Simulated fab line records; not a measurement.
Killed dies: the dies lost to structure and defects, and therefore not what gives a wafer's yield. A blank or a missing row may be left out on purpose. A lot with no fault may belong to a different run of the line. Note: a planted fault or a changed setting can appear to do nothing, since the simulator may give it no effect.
Which tool is to blame?	flow sky130	7 lots, 21 wafers sampled, at 2 steps of a route of 708

## WHAT THE GAUGES READ, wafer by wafer
SKY_LI_CONTACT_THK_MEAS_23: measures by xrf.
lot	measured	on	LI_CONTACT_W_THK (nm)
L402	day 30 17:38	filmMetro-01	410 414 429
L404	day 31 15:53	filmMetro-04	401 396 405
L406	day 31 23:25	filmMetro-01	426 419 420
L409	day 32 14:32	filmMetro-04	410 416 411
L410	day 33 05:58	filmMetro-04	430 413 417
L412	day 33 13:10	filmMetro-01	425 431 430
L418	day 35 20:01	filmMetro-03	424 419 428

## WHAT TOOL EACH LOT RAN ON (gives the tool, then ch and the chambers of the sampled wafers, and finally the start)
lot	SKY_LI_CONTACT_CVD_21
L402	cvdW-01 ch 0,1, day 30 17:22
L404	cvdW-01 ch 0, day 31 15:31
L406	cvdW-02 ch 0,1, day 31 23:10
L409	cvdW-02 ch 0,1, day 32 14:16
L410	cvdW-01 ch 0,1, day 33 05:44
L412	cvdW-02 ch 0,1, day 33 12:55
L418	cvdW-02 ch 0,1, day 35 19:46
- SKY_LI_CONTACT_CVD_21: deposits W, target thk 400 nm, time 120.56 s.

## THE ANSWER, worked out from the rows above alone
Rule: the lots themselves supply what counts as usual. Put in order of their means at a reading, lots are off if they are a third of the lots or fewer, leave a main group of 4 or more, and stand apart from it by a gap of 3 or more times the standard deviation of the main group's means; of several such gaps the widest counts. A main group whose means are all the same, to the digits that the tables above print for the reading, isn't used. Also off: a lot with no number at a reading for which 4 or more lots have one. Any other lot the step has rows for is counted as sound.
Nothing can be told from this: no lot is off at any reading shown.

## WHAT THE SIMULATOR PUT IN
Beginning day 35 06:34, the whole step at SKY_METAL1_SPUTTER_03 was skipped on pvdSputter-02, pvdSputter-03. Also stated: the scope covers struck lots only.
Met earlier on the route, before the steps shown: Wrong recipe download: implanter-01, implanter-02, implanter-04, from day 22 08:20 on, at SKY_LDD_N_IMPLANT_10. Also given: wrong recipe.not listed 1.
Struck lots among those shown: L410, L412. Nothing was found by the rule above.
